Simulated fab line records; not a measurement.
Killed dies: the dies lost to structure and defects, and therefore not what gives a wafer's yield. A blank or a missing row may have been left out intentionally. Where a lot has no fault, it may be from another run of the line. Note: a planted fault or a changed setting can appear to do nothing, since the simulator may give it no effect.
Matching of chambers | flow gf180mcu | GF_V4_CVD_02 on pecvd-04: 3 sister chambers
The step deposits SiO2 from TEOS, target thk 850 nm, time 94.851 s. 18 wafers are shown with their chamber, then 9 later ones without.

WAFERS, EACH WITH ITS CHAMBER
wafer  | chamber | heater-power-outer-w (W) | heater-power-w (W) | rf-fwd-power-W (W)
L078.2 | 2       | 319                      | 612                | 599.0
L078.4 | 1       | 389                      | 687                | 595.0
L078.6 | 0       | 409                      | 700                | 595.8
L084.3 | 0       | 394                      | 696                | 597.1
L084.5 | 0       | 296                      | 566                | 595.3
L084.6 | 2       | 323                      | 602                | 594.5
L085.1 | 2       | 295                      | 583                | 594.5
L085.3 | 0       | 389                      | 676                | 595.2
L085.6 | 0       | 405                      | 693                | 594.4
L087.1 | 1       | 400                      | 693                | 595.8
L087.5 | 2       | 312                      | 584                | 592.5
L087.6 | 1       | 311                      | 578                | 595.8
L089.1 | 0       | 336                      | 604                | 597.9
L089.5 | 0       | 366                      | 648                | 595.5
L089.6 | 2       | 305                      | 567                | 602.1
L090.3 | 2       | 309                      | 581                | 595.0
L090.5 | 1       | 418                      | 707                | 592.8
L090.6 | 2       | 345                      | 626                | 594.3

SIGNATURES, as means of the wafers listed above
reading              | chamber 0 | chamber 1 | chamber 2 | scatter within a chamber
heater-power-outer-w | 370.71    | 379.50    | 315.43    | 35.2
heater-power-w       | 654.71    | 666.25    | 593.57    | 44.2
rf-fwd-power-W       | 595.886   | 594.850   | 595.986   | 2.33
Rule: a wafer's distance from a chamber is the root of the sum, over the readings, of the square of ((its reading less the chamber's mean) divided by the reading's scatter). The wafer belongs to the nearest chamber; if the next one is less than 2 further off, it can't be placed. The scatter: the root of (the sum of the squares of (reading less its chamber's mean) over the shown wafers, divided by (wafers less chambers)).

WAFERS WHOSE CHAMBER IS MISSING
wafer  | heater-power-outer-w (W) | heater-power-w (W) | rf-fwd-power-W (W)
L092.3 | 422                      | 707                | 595.9
L092.4 | 400                      | 719                | 591.1
L092.6 | 333                      | 629                | 598.0
L094.2 | 401                      | 702                | 592.9
L094.5 | 327                      | 616                | 592.1
L094.6 | 419                      | 707                | 597.3
L093.1 | 335                      | 614                | 597.6
L093.3 | 389                      | 683                | 596.5
L093.5 | 250                      | 499                | 597.8

EACH ONE'S CHAMBER
wafer  | from the rows above          | in truth
L092.3 | can't be placed: 1 or 0      | 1
L092.4 | can't be placed: 1 or 0      | 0
L092.6 | can't be placed: 2 or 0 or 1 | 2
L094.2 | can't be placed: 1 or 0      | 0
L094.5 | can't be placed: 2 or 1 or 0 | 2
L094.6 | can't be placed: 1 or 0      | 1
L093.1 | can't be placed: 2 or 0 or 1 | 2
L093.3 | can't be placed: 1 or 0      | 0
L093.5 | 2                            | 2
1 of 9 placed correctly. Unplaceable from these rows: 8, with the true chamber sitting among the candidates in 8. Wrongly placed: 0.
